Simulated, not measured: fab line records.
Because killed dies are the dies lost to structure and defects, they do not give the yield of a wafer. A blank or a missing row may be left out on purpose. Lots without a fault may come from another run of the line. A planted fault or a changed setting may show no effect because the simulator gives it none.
Lot-split experiment    flow sky130    route with 708 steps; 5 lots, 23 wafers read

== ABOUT THE SPLIT ==
At SKY_LDD_HVP_COAT_02 (resist thk 300 nm), the setting spin_rpm was moved away from the recipe's 3000 rpm on 10 of the 23 wafers read, by -3.1% to +3.4%. All remaining wafers had this setting at the recipe value.

The reading is taken at the split's own step.

== THE READING ==
NOVOLAK_of_LDD_HVP_COAT_02.thk_nm (the simulator's own value, which no gauge read), in nm, at SKY_LDD_HVP_COAT_02 (resist thk 300 nm). There is no usual value for it anywhere in the file. Across the 13 wafers here that went through the recipe, the average is 300.8 nm and the standard deviation 0.95 nm.

wafer   tool, chamber at the split  spin_rpm as run, rpm  against the recipe  NOVOLAK_of_LDD_HVP_COAT_02.thk_nm, nm  against lot-mates on the recipe
L078.2  litho_track-01, 0           3000                  recipe              299.4                                  -
L078.6  litho_track-01, 0           3000                  recipe              299.4                                  -
L078.4  litho_track-01, 0           3000                  recipe              299.6                                  -
L079.1  litho_track-01, 0           3000                  recipe              300.7                                  -
L079.5  litho_track-01, 0           3000                  recipe              300.7                                  -
L079.2  litho_track-01, 0           3086                  +2.9%               296.9                                  -3.8
L079.3  litho_track-01, 0           3086                  +2.9%               296.3                                  -4.4
L079.6  litho_track-01, 0           3086                  +2.9%               297                                    -3.7
L081.1  litho_track-02, 0           3098                  +3.3%               296.9                                  -3.6
L081.2  litho_track-02, 0           3098                  +3.3%               295                                    -5.5
L081.3  litho_track-02, 0           3000                  recipe              300.8                                  -
L081.5  litho_track-02, 0           3098                  +3.3%               295.9                                  -4.6
L081.6  litho_track-02, 0           3000                  recipe              300.1                                  -
L082.1  litho_track-04, 0           3101                  +3.4%               296.7                                  -5.0
L082.3  litho_track-04, 0           3000                  recipe              301.1                                  -
L082.4  litho_track-04, 0           3101                  +3.4%               297.4                                  -4.3
L082.5  litho_track-04, 0           3000                  recipe              301.8                                  -
L082.6  litho_track-04, 0           3000                  recipe              302.3                                  -
L084.1  litho_track-04, 0           3000                  recipe              301.3                                  -
L084.2  litho_track-04, 0           2907                  -3.1%               306.1                                  +4.4
L084.3  litho_track-04, 0           3000                  recipe              301.9                                  -
L084.5  litho_track-04, 0           3000                  recipe              301.9                                  -
L084.6  litho_track-04, 0           2907                  -3.1%               306.9                                  +5.2

FIT RESULTS
A straight line over all 23 wafers: NOVOLAK_of_LDD_HVP_COAT_02.thk_nm changes by -1.51 nm for each +1% of spin_rpm; r = -0.95; the points scatter about the line by 0.94 nm.
The same after taking each lot's own level away (the mean of its wafers on the recipe; 23 wafers): -1.43 nm for each +1%; r = -0.99; scatter 0.45 nm.
Per that fit: largest spin_rpm move, reading shift of 4.8 nm.
Across the lots, their own levels run from 299.47 to 301.73 nm, a range of 2.4 times the standard deviation given above.
Hence the lot-to-lot level has little effect on the slope; both slopes agree.
Check: with one of the wafers moved furthest among these (+3.4%) left out of the fit, the line predicts -4.7 nm for it against its lot-mates. Against them it came out at -5.03 nm.

== OTHER SPLITS ON THESE WAFERS ==
These wafers also went through other splits before the reading. Each is held against what the fit with the lots' levels taken away leaves over:
other split on the same wafers                wafers away from the commonest value  r with NOVOLAK_of_LDD_HVP_COAT_02.thk_nm (lot level and that fit taken away)
SKY_FIELD_ISO_COAT_08 spin_rpm                8                                     -0.08
SKY_FIELD_ISO_ETCH_14 source_w                9                                     -0.07
SKY_NWELL_IMPLANT_11 dose_cm2                 9                                     -0.12
SKY_VT_ADJUST_HVTP_DEVELOP_06 develop_time_s  11                                    -0.13
SKY_VT_ADJUST_HVTP_IMPLANT_09 energy_kev      10                                    -0.07
SKY_VT_ADJUST_NCORE_COAT_02 spin_rpm          8                                     +0.06
SKY_VT_ADJUST_NCORE_EXPOSE_04 dose_mj         8                                     -0.14
SKY_POLY_GATE_IMPLANT_02 energy_kev           8                                     -0.16
SKY_LDD_P_EXPOSE_04 dose_mj                   8                                     +0.18

== FILE'S OWN FIT ==
NOVOLAK_of_LDD_HVP_COAT_02.thk_nm changes by -1.42 nm for each +1% of spin_rpm, r = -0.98.
